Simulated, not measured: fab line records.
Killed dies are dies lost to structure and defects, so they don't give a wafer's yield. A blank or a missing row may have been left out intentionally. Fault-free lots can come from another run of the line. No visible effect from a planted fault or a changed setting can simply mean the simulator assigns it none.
Matching of chambers + flow gf180mcu + GF_CONTACT_CVD_00 on hdpcvd-01: 3 sister chambers
The step deposits SiO2, target thk 300 nm, time 50 s. 6 wafers are shown with their chamber, then 7 later ones without.

== WAFERS, EACH WITH ITS CHAMBER ==
| wafer  | chamber | run-length-s (s) | pressure-mtorr (mTorr) |
|--------|---------|------------------|------------------------|
| L690.4 | 0       | 78.0             | 6.008                  |
| L693.3 | 1       | 78.3             | 6.012                  |
| L693.4 | 2       | 77.2             | 6.003                  |
| L693.5 | 0       | 77.9             | 5.990                  |
| L706.2 | 1       | 78.7             | 6.000                  |
| L706.4 | 2       | 77.4             | 6.016                  |

== WAFERS MISSING THEIR CHAMBER ==
| wafer  | run-length-s (s) | pressure-mtorr (mTorr) |
|--------|------------------|------------------------|
| L706.6 | 78.1             | 6.008                  |
| L707.1 | 77.3             | 6.007                  |
| L707.3 | 78.7             | 5.991                  |
| L707.6 | 78.4             | 6.005                  |
| L708.1 | 78.6             | 5.982                  |
| L708.2 | 78.3             | 6.007                  |
| L708.5 | 78.6             | 5.991                  |

== EACH ONE'S CHAMBER ==
| wafer  | from the rows above     | in truth                   |
|--------|-------------------------|----------------------------|
| L706.6 | can't be placed: 0 or 1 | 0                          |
| L707.1 | 2                       | 2                          |
| L707.3 | 1                       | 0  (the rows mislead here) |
| L707.6 | can't be placed: 1 or 0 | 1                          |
| L708.1 | can't be placed: 1 or 0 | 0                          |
| L708.2 | can't be placed: 1 or 0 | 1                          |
| L708.5 | 1                       | 1                          |
Correct placement for 2 of the 7. Can't be placed from these rows: 4 (the true chamber is among the candidates in 4). Wrongly placed: 1.
How it was worked out, from the rows above alone: a wafer's distance from a chamber is the root of the sum, over the readings, of the square of ((its reading less the chamber's mean) divided by the reading's scatter). The wafer belongs to the nearest chamber; if the next one is less than 2 further off, it can't be placed. Each chamber's mean is taken over the wafers shown for it. How the scatter is found: for the shown wafers, subtract from each reading the mean of its chamber, square and add these, divide the total by (wafers less chambers), then take the root.
